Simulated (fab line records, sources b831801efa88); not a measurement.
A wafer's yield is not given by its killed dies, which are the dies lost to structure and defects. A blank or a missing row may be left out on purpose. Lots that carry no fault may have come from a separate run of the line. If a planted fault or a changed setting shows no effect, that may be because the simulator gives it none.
fab line records	flow sky130
record: lots: 6	wafers: 18	last_day: 51
route steps=708 shown VIA4@652 METAL5@661 PAD_OPEN@708
lots untouched by any fault: they come from a run of this same line in which no faults occurred
start_h: hours from the record's first day to the start of the lot's first wafer shown	wait_h: hours elapsed since this lot's preceding step	" unchanged from the row above	L1.1+2: several wafers, shown together as one row	- no value, or no start given	* or withheld: withheld	< > ~ a bound
route shown NAME@n: a module of which the file shows steps, and the number in the route of the first	usual: the fault-free wafers' mean and standard deviation	same: alike in all rows	chamber/n: place in a boat	sites: each site's reading	_std_site: the values' standard deviation	_edge_site: mean of outer sites minus mean of inner sites	radius_mm: how far each site lies from the wafer's centre	mask NAME#n: copy n	behind: the most recent tool/chamber to have shaped the wafer	hold: the reason the lot was held/the length of the hold in hours/how it ended	device: the transistor (n, p or np) that didn't switch	end of line: at the end of the route, the tests of the same wafers	a step with no rows: only its recipe	killed: dies that structure and defects cost at the first sort, which is not the same as the wafer's yield	map: dies across one wafer; x = killed, . = not, _ = none there
set.NAME: setting as actually run; set.NAME@STEP: the setting as run at that earlier step	model.NAME: the simulator's own value behind a step, which no gauge read
lots at some steps of the route; a table a step, a row a wafer
services: from which hour (start_h, from the record's first day; less than 0 if before it) a tool's chamber was out of use, for how many hours, and why
== steps ==
step: SKY_VIA4_STRIP_13
recipe: chemistry: O2/N2	power_w: 1400	pressure_mtorr: 1500	platen_temp_c: withheld	o2_flow_sccm: 3000	n2_flow_sccm: 300	overash_fraction: 0.5
step: SKY_VIA4_STRIP_14
recipe: chemistry: post_etch_residue_remover	time_s: 1200	temp_c: 72.5
step: SKY_VIA4_CLEAN_15
recipe: chemistry: IPA	time_s: 180	temp_c: 25
step: SKY_VIA4_CLEAN_16
recipe: chemistry: O3/DIW	dry: n2_spin
step: SKY_VIA4_SPUTTER_17
recipe: material: TiN	target_thk_nm: 20	chamber_pressure_pa: 5	power_w: 4000	time_s: 80
usual: throttle_valve_pct: 29.7/1.5
lot.wafer	tool	chamber	start_h	wait_h	throttle_valve_pct
L594.2	pvd_sputter-02	-	1062.73	0.0	29.1
L594.5	"	-	"	"	32.8
L594.6	"	-	"	"	29.1
L596.4	pvd_sputter-01	-	1075.34	0.0	30.2
L596.5	"	-	"	"	30.6
L596.6	"	-	"	"	28.2
L597.2	pvd_sputter-02	-	1083.58	0.0	28.9
L597.3	"	-	"	"	29.1
L597.4	"	-	"	"	32.8
L609.1	pvd_sputter-02	-	1154.94	0.0	33.0
L609.4	"	-	"	"	29.0
L609.5	"	-	"	"	29.2
L610.1	pvd_sputter-02	-	1156.69	0.0	27.5
L610.2	"	-	"	"	29.1
L610.3	"	-	"	"	32.9
L611.2	pvd_sputter-01	-	1166.27	0.0	30.7
L611.4	"	-	"	"	30.3
L611.6	"	-	"	"	30.3
step: SKY_VIA4_CVD_18
recipe: material: W	target_thk_nm: 505	time_s: 152.14	temp_c: 400	pressure_torr: 40
usual: heater_power_w: 861/66	susceptor_temp_C: 400.02/0.24
lot.wafer	tool	chamber	start_h	wait_h	heater_power_w	susceptor_temp_C
L594.2	cvd_w-02	0	1062.79	0.0	749	400.19
L594.5	"	1	"	"	919	400.15
L594.6	"	0	"	"	752	400.26
L596.4	cvd_w-02	1	1075.42	0.1	925	399.95
L596.5	"	1	"	"	908	399.86
L596.6	"	0	"	"	764	400.10
L597.2	cvd_w-02	1	1083.65	0.0	909	399.92
L597.3	"	0	"	"	772	400.37
L597.4	"	1	"	"	912	399.77
L609.1	cvd_w-01	1	1155.00	0.0	899	399.86
L609.4	"	1	"	"	924	399.61
L609.5	"	1	"	"	918	399.54
L610.1	cvd_w-01	1	1156.75	0.0	903	400.04
L610.2	"	1	"	"	915	399.99
L610.3	"	1	"	"	924	399.78
L611.2	cvd_w-01	1	1166.34	0.0	907	400.22
L611.4	"	1	"	"	871	400.25
L611.6	"	1	"	"	909	400.03
step: SKY_VIA4_RS_MEAS_19
recipe: thk_meas_gauge: four-point-probe	reads: W_of_VIA4_CVD_18+TiN_of_VIA4_SPUTTER_17
usual: VIA4_W_RS: 0.2270/0.0018
lot.wafer	tool	chamber	start_h	wait_h	VIA4_W_RS[ohm/sq]
L594.2	film_metro-02	-	1062.96	0.1	0.2278
L594.5	"	-	"	"	0.2258
L594.6	"	-	"	"	0.2273
L596.4	film_metro-04	-	1075.58	0.1	0.2263
L596.5	"	-	"	"	0.2293
L596.6	"	-	"	"	0.2259
L597.2	film_metro-04	-	1083.82	0.1	0.2230
L597.3	"	-	"	"	0.2251
L597.4	"	-	"	"	0.2248
L609.1	film_metro-03	-	1155.31	0.3	0.2259
L609.4	"	-	"	"	0.2283
L609.5	"	-	"	"	0.2272
L610.1	film_metro-03	-	1157.06	0.3	0.2267
L610.2	"	-	"	"	0.2271
L610.3	"	-	"	"	0.2278
L611.2	film_metro-03	-	1166.51	0.1	0.2287
L611.4	"	-	"	"	0.2270
L611.6	"	-	"	"	0.2263
step: SKY_VIA4_THK_MEAS_20
recipe: thk_meas_gauge: xrf	reads: W_of_VIA4_CVD_18
usual: VIA4_W_THK: 529/6.2
lot.wafer	tool	chamber	start_h	wait_h	VIA4_W_THK[nm]
L594.2	film_metro-02	-	1063.07	0.1	525
L594.5	"	-	"	"	530
L594.6	"	-	"	"	527
L596.4	film_metro-04	-	1075.67	0.1	529
L596.5	"	-	"	"	517
L596.6	"	-	"	"	531
L597.2	film_metro-04	-	1083.93	0.1	545
L597.3	"	-	"	"	540
L597.4	"	-	"	"	539
L609.1	film_metro-03	-	1155.43	0.1	533
L609.4	"	-	"	"	530
L609.5	"	-	"	"	532
L610.1	film_metro-03	-	1157.18	0.1	532
L610.2	"	-	"	"	531
L610.3	"	-	"	"	531
L611.2	film_metro-03	-	1166.62	0.1	526
L611.4	"	-	"	"	532
L611.6	"	-	"	"	535
step: SKY_VIA4_CMP_21
recipe: stop_on: SiO2	t_overpolish_s: 25	down_force_psi: 3.5	platen_rpm: 60	target_thk_nm: 0	pad_velocity_m_s: 0.94248
usual: motor_current_A: 11.0/1.2	overpolish_run_s: 24.999/0.0099	retaining_ring_pressure_frac: 0.999/0.0053	time_to_endpoint_s: 126/3.3
lot.wafer	tool	chamber	start_h	wait_h	motor_current_A	overpolish_run_s	retaining_ring_pressure_frac	time_to_endpoint_s
L594.2	cmp-02	3	1063.31	0.2	12.4	24.990	0.997	124
L594.6	"	2	"	"	12.0	25.005	1.000	133
L594.5	"	3	"	"	12.1	25.006	1.003	128
L596.4	cmp-02	2	1075.70	0.0	12.7	24.982	0.993	131
L596.5	"	2	"	"	12.1	25.006	0.998	127
L596.6	"	3	"	"	12.2	24.995	1.005	130
L597.4	cmp-02	0	1083.98	0.0	9.6	24.987	0.994	127
L597.3	"	1	"	"	12.7	24.999	1.001	128
L597.2	"	2	"	"	12.2	24.997	0.998	128
L609.1	cmp-01	2	1155.49	0.1	12.2	24.984	0.997	121
L609.4	"	3	"	"	11.0	24.983	0.997	129
L609.5	"	2	"	"	12.3	25.009	1.004	124
L610.2	cmp-01	1	1157.24	0.0	10.8	24.986	1.003	125
L610.3	"	3	"	"	10.2	24.997	1.000	129
L610.1	"	0	"	"	9.7	24.980	1.002	130
L611.4	cmp-01	2	1166.67	0.0	13.0	25.014	1.001	127
L611.2	"	1	"	"	10.5	24.998	0.999	128
L611.6	"	3	"	"	10.4	25.005	0.998	134
step: SKY_METAL5_SPUTTER_00
recipe: material: Ti	target_thk_nm: 15	power_w: 3000	time_s: 10	chamber_pressure_pa: 0.4
step: SKY_METAL5_SPUTTER_01
recipe: material: TiN	target_thk_nm: 20	power_w: 6500	time_s: 16.7	chamber_pressure_pa: 0.4
step: SKY_METAL5_SPUTTER_02
recipe: material: AlCu	target_thk_nm: 1150	power_w: 10600	time_s: 61.2	chamber_pressure_pa: 0.4
usual: throttle_valve_pct: 29.8/1.4
lot.wafer	tool	chamber	start_h	wait_h	throttle_valve_pct
L594.2	pvd_sputter-02	-	1063.61	0.0	28.8
L594.5	"	-	"	"	27.2
L594.6	"	-	"	"	29.0
L596.4	pvd_sputter-01	-	1076.08	0.0	30.0
L596.5	"	-	"	"	28.1
L596.6	"	-	"	"	30.6
L597.2	pvd_sputter-04	-	1084.32	0.0	28.2
L597.3	"	-	"	"	30.4
L597.4	"	-	"	"	30.8
L609.1	pvd_sputter-01	-	1155.84	0.0	30.9
L609.4	"	-	"	"	30.2
L609.5	"	-	"	"	30.9
L610.1	pvd_sputter-04	-	1157.59	0.0	30.4
L610.2	"	-	"	"	30.7
L610.3	"	-	"	"	28.8
L611.2	pvd_sputter-01	-	1167.02	0.0	28.0
L611.4	"	-	"	"	30.2
L611.6	"	-	"	"	28.0
step: SKY_METAL5_SPUTTER_03
recipe: material: Ti	target_thk_nm: 5	power_w: 3000	time_s: 3.3	chamber_pressure_pa: 0.4
usual: throttle_valve_pct: 29.8/1.4
lot.wafer	tool	chamber	start_h	wait_h	throttle_valve_pct	model.Ti_of_METAL5_SPUTTER_03.thk_nm
L594.2	pvd_sputter-02	-	1063.66	0.0	28.9	5.082
L594.5	"	-	"	"	27.3	5.041
L594.6	"	-	"	"	29.3	5.019
L596.4	pvd_sputter-01	-	1076.11	0.0	30.2	5.146
L596.5	"	-	"	"	28.3	5.013
L596.6	"	-	"	"	30.7	5.058
L597.2	pvd_sputter-04	-	1084.38	0.0	28.5	5.003
L597.3	"	-	"	"	30.6	4.963
L597.4	"	-	"	"	30.5	5.081
L609.1	pvd_sputter-01	-	1155.89	0.0	30.9	7.03
L609.4	"	-	"	"	30.1	4.926
L609.5	"	-	"	"	30.7	4.908
L610.1	pvd_sputter-04	-	1157.64	0.0	30.2	5.07
L610.2	"	-	"	"	30.6	5.131
L610.3	"	-	"	"	28.7	5.004
L611.2	pvd_sputter-01	-	1167.08	0.0	27.9	7.15
L611.4	"	-	"	"	29.8	4.968
L611.6	"	-	"	"	28.2	4.936
step: SKY_METAL5_SPUTTER_04
recipe: material: TiN	target_thk_nm: 70	power_w: 6500	time_s: 58.3	chamber_pressure_pa: 0.4
usual: throttle_valve_pct: 29.8/1.4
lot.wafer	tool	chamber	start_h	wait_h	throttle_valve_pct
L594.2	pvd_sputter-02	-	1063.68	0.0	28.9
L594.5	"	-	"	"	26.9
L594.6	"	-	"	"	28.9
L596.4	pvd_sputter-01	-	1076.14	0.0	30.1
L596.5	"	-	"	"	28.2
L596.6	"	-	"	"	30.7
L597.2	pvd_sputter-04	-	1084.39	0.0	28.7
L597.3	"	-	"	"	30.6
L597.4	"	-	"	"	30.5
L609.1	pvd_sputter-01	-	1155.91	0.0	30.7
L609.4	"	-	"	"	30.2
L609.5	"	-	"	"	31.0
L610.1	pvd_sputter-04	-	1157.66	0.0	30.7
L610.2	"	-	"	"	30.8
L610.3	"	-	"	"	28.6
L611.2	pvd_sputter-01	-	1167.10	0.0	28.2
L611.4	"	-	"	"	29.9
L611.6	"	-	"	"	28.3
step: SKY_PAD_OPEN_PROBE_99
usual: defect_limited_yield: 82.3/1.8	killed_at_M0_to_M3: 43/6.9	killed_at_M4_up: 3.2/1.6	killed_at_contacts: 25/5.1	killed_at_front_end: 16/4.5	killed_at_other: 0.3/0.68	killed_dies: 87/8.9	killed_open: 48/6.9	killed_short: 39/6.3	sort_bin_3_pad_short: 0.8/0.4	sort_bin_5_function: 10.5/1.4	sort_bin_6_memory: 6.4/1.1	sort_n_pass: 405/8.9	sort_yield_pct: 82.3/1.8
same: gross_dies: 492	killed_at_back_side: 0	sort_bin_4_leakage[%]: 0	sort_bin_8_speed[%]: 0
lot.wafer	tool	chamber	start_h	wait_h	defect_limited_yield[%]	killed_at_M0_to_M3	killed_at_M4_up	killed_at_contacts	killed_at_front_end	killed_at_other	killed_dies	killed_open	killed_short	sort_bin_3_pad_short[%]	sort_bin_5_function[%]	sort_bin_6_memory[%]	sort_n_pass	sort_yield_pct[%]
L594.2	prober-02	-	1131.62	0.1	83.1	39	1	24	19	0	83	43	40	0.6	10.0	6.3	409	83.1
L594.5	prober-02	-	1131.77	0.2	82.5	48	4	23	11	0	86	43	43	1.2	8.9	7.3	406	82.5
L594.6	prober-02	-	1131.82	0.2	78.9	47	5	31	21	0	104	59	45	1.2	13.6	6.3	388	78.9
L596.4	prober-02	-	1142.10	0.2	80.1	49	5	26	18	0	98	51	47	1.6	11.0	7.3	394	80.1
L596.5	prober-02	-	1142.15	0.2	82.7	40	3	31	10	1	85	53	32	0.6	9.8	6.9	407	82.7
L596.6	prober-02	-	1142.20	0.2	83.3	44	2	23	13	0	82	51	31	0.8	9.8	6.1	410	83.3
L597.2	prober-01	-	1148.69	0.1	81.1	49	1	25	18	0	93	51	42	1.0	10.4	7.5	399	81.1
L597.3	prober-01	-	1148.74	0.2	81.5	47	4	29	10	1	91	50	40	0.8	10.6	7.1	401	81.5
L597.4	prober-01	-	1148.79	0.2	80.3	44	5	29	19	0	97	64	33	1.0	13.2	5.5	395	80.3
L609.1	prober-01	-	1212.65	0.1	82.7	37	2	24	22	0	85	45	40	0.2	8.3	8.7	407	82.7
L609.4	prober-01	-	1212.80	0.2	84.6	37	0	21	18	0	76	43	32	1.0	10.2	4.3	416	84.6
L609.5	prober-01	-	1212.85	0.2	85.8	39	1	23	7	0	70	40	30	0.8	9.3	4.1	422	85.8
L610.1	prober-02	-	1213.03	0.1	82.1	45	6	19	17	1	88	53	35	0.4	10.8	6.7	404	82.1
L610.2	prober-02	-	1213.08	0.1	80.7	48	1	29	17	0	95	44	51	0.8	12.2	6.3	397	80.7
L610.3	prober-02	-	1213.13	0.2	86.8	31	1	19	14	0	65	34	31	0.4	8.3	4.5	427	86.8
L611.2	prober-01	-	1220.77	0.1	82.7	48	0	26	11	0	85	56	28	0.4	10.4	6.5	407	82.7
L611.4	prober-01	-	1220.87	0.2	82.1	46	2	26	14	0	88	42	45	0.8	12.8	4.3	404	82.1
L611.6	prober-01	-	1220.97	0.2	81.3	46	2	24	20	0	92	54	38	0.2	12.6	5.9	400	81.3
killed by level:class
L594.2 CONTACT:geometric_particle:open=9 VIA1:geometric_particle:open=9 POLY_GATE:geometric_particle:short=8 METAL2:geometric_particle:short=8 VIA2:geometric_particle:open=7 VIA3:geometric_particle:open=7 CONTACT:geometric_particle:short=6 FIELD_ISO:geometric_particle:short=4
L594.5 VIA1:geometric_particle:open=13 METAL2:geometric_particle:short=9 CONTACT:geometric_particle:open=8 VIA1:geometric_particle:short=6 LI_CONTACT:geometric_particle:open=5 VIA2:geometric_particle:open=5 CONTACT:geometric_particle:short=4 VIA3:geometric_particle:open=4
L594.6 CONTACT:geometric_particle:open=13 VIA1:geometric_particle:open=12 VIA3:geometric_particle:open=8 VIA2:geometric_particle:open=7 LI_CONTACT:geometric_particle:open=7 POLY_GATE:geometric_particle:open=6 CONTACT:geometric_particle:short=6 VIA1:geometric_particle:short=6
L596.4 VIA1:geometric_particle:open=13 LI_CONTACT:geometric_particle:open=9 FIELD_ISO:geometric_particle:short=7 VIA2:geometric_particle:open=7 CONTACT:geometric_particle:open=7 METAL2:geometric_particle:short=7 METAL1:geometric_particle:short=6 FIELD_ISO:geometric_particle:open=5
L596.5 CONTACT:geometric_particle:open=16 VIA1:geometric_particle:open=10 VIA3:geometric_particle:open=7 LI_CONTACT:geometric_particle:open=6 VIA1:geometric_particle:short=5 VIA2:geometric_particle:open=5 CONTACT:geometric_particle:short=4 VIA2:geometric_particle:short=4
L596.6 VIA1:geometric_particle:open=11 LI_CONTACT:geometric_particle:open=10 CONTACT:geometric_particle:open=8 VIA2:geometric_particle:open=7 VIA3:geometric_particle:open=7 FIELD_ISO:geometric_particle:short=4 METAL2:geometric_particle:short=4 POLY_GATE:geometric_particle:short=3
L597.2 VIA1:geometric_particle:open=15 LOCAL_INTERCONNECT:geometric_particle:short=8 VIA2:geometric_particle:open=7 POLY_GATE:geometric_particle:open=6 LI_CONTACT:geometric_particle:open=6 VIA2:geometric_particle:short=6 VIA3:geometric_particle:open=6 CONTACT:geometric_particle:short=5
L597.3 VIA1:geometric_particle:open=10 CONTACT:geometric_particle:open=9 LI_CONTACT:geometric_particle:open=7 LI_CONTACT:geometric_particle:short=6 VIA2:geometric_particle:open=6 LOCAL_INTERCONNECT:geometric_particle:short=5 VIA3:geometric_particle:open=5 METAL1:geometric_particle:open=5
L597.4 VIA1:geometric_particle:open=12 CONTACT:geometric_particle:open=11 VIA3:geometric_particle:open=9 LI_CONTACT:geometric_particle:open=6 POLY_GATE:geometric_particle:open=5 POLY_GATE:geometric_particle:short=5 VIA2:geometric_particle:open=5 CONTACT:geometric_particle:short=5
L609.1 CONTACT:geometric_particle:open=11 FIELD_ISO:geometric_particle:short=9 LI_CONTACT:geometric_particle:open=6 VIA2:geometric_particle:open=6 VIA2:geometric_particle:short=6 VIA1:geometric_particle:open=5 VIA3:geometric_particle:open=5 FIELD_ISO:geometric_particle:open=4
L609.4 LI_CONTACT:geometric_particle:open=10 VIA1:geometric_particle:open=8 VIA1:geometric_particle:short=6 VIA2:geometric_particle:open=6 CONTACT:geometric_particle:open=5 METAL1:geometric_particle:short=5 VIA3:geometric_particle:open=4 SONOS_ONO:geometric_particle:open=4
L609.5 CONTACT:geometric_particle:open=9 VIA3:geometric_particle:open=9 VIA1:geometric_particle:open=7 METAL2:geometric_particle:short=5 FIELD_ISO:geometric_particle:short=4 CONTACT:geometric_particle:short=4 LI_CONTACT:geometric_particle:open=4 LI_CONTACT:geometric_particle:short=3
L610.1 CONTACT:geometric_particle:open=11 VIA3:geometric_particle:open=10 VIA1:geometric_particle:open=9 FIELD_ISO:geometric_particle:open=5 METAL2:geometric_particle:short=5 FIELD_ISO:geometric_particle:short=4 LI_CONTACT:geometric_particle:open=4 VIA3:geometric_particle:short=4
L610.2 VIA1:geometric_particle:short=11 CONTACT:geometric_particle:open=10 VIA1:geometric_particle:open=8 LI_CONTACT:geometric_particle:open=7 METAL1:geometric_particle:short=7 LOCAL_INTERCONNECT:geometric_particle:short=6 FIELD_ISO:geometric_particle:short=5 POLY_GATE:geometric_particle:short=5
L610.3 LOCAL_INTERCONNECT:geometric_particle:short=6 VIA2:geometric_particle:open=6 FIELD_ISO:geometric_particle:open=5 LI_CONTACT:geometric_particle:open=5 VIA3:geometric_particle:open=5 CONTACT:geometric_particle:open=5 METAL2:geometric_particle:short=5 SONOS_ONO:geometric_particle:short=3
L611.2 LI_CONTACT:geometric_particle:open=12 VIA1:geometric_particle:open=12 VIA3:geometric_particle:open=9 VIA2:geometric_particle:open=7 CONTACT:geometric_particle:open=7 METAL2:geometric_particle:short=6 POLY_GATE:geometric_particle:short=4 VIA1:geometric_particle:short=4
L611.4 VIA3:geometric_particle:open=8 CONTACT:geometric_particle:open=8 VIA1:geometric_particle:short=8 VIA2:geometric_particle:open=7 VIA1:geometric_particle:open=7 CONTACT:geometric_particle:short=6 LI_CONTACT:geometric_particle:open=6 METAL2:geometric_particle:short=5
L611.6 VIA2:geometric_particle:open=9 CONTACT:geometric_particle:open=9 VIA1:geometric_particle:open=9 METAL2:geometric_particle:short=9 VIA3:geometric_particle:open=9 FIELD_ISO:geometric_particle:open=6 CONTACT:geometric_particle:short=6 LOCAL_INTERCONNECT:geometric_particle:short=5
== services ==
tool	chamber	start_h	hours	kind
pvd_sputter-04	-	1039.09	1.9	repair
cvd_w-02	-	1046.26	6.9	pm
cvd_w-01	-	1063.85	0.8	repair
cvd_w-02	-	1063.98	1.5	repair
pvd_sputter-01	-	1064.13	2.9	repair
cvd_w-02	-	1065.51	3.8	pm
cmp-02	-	1084.28	4.0	pm
cvd_w-02	-	1085.00	0.9	repair
cmp-02	-	1088.28	-	consumable_replace:conditioner
cmp-02	-	1088.28	-	consumable_replace:pad
cmp-02	-	1092.97	15.6	repair
cvd_w-01	-	1123.82	2.8	pm
cmp-01	-	1134.85	1.2	repair
cmp-01	-	1137.56	1.8	repair
cmp-02	-	1144.01	4.3	pm
cvd_w-01	0	1154.43	5.2	repair
== key ==
first_sign none at tools or gauges
model_effect: step: SKY_METAL5_SPUTTER_03	value: Ti_of_METAL5_SPUTTER_03.thk_nm	without: 4.903	struck: 7.09
met_at SKY_METAL5_SPUTTER_03
struck_wafers L609.1,L611.2
onset_between 1076.11 1155.89
fault: kind: process_parameter_drift	tool: pvd_sputter-01	chamber: -	onset_h: 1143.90	steps: SKY_METAL5_SPUTTER_03	channel: target_thk_nm	offset: 2.1867	shape: step	end_h: 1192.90	scope: struck_wafers_only	acts_in: these_recipes_only	stated: 5
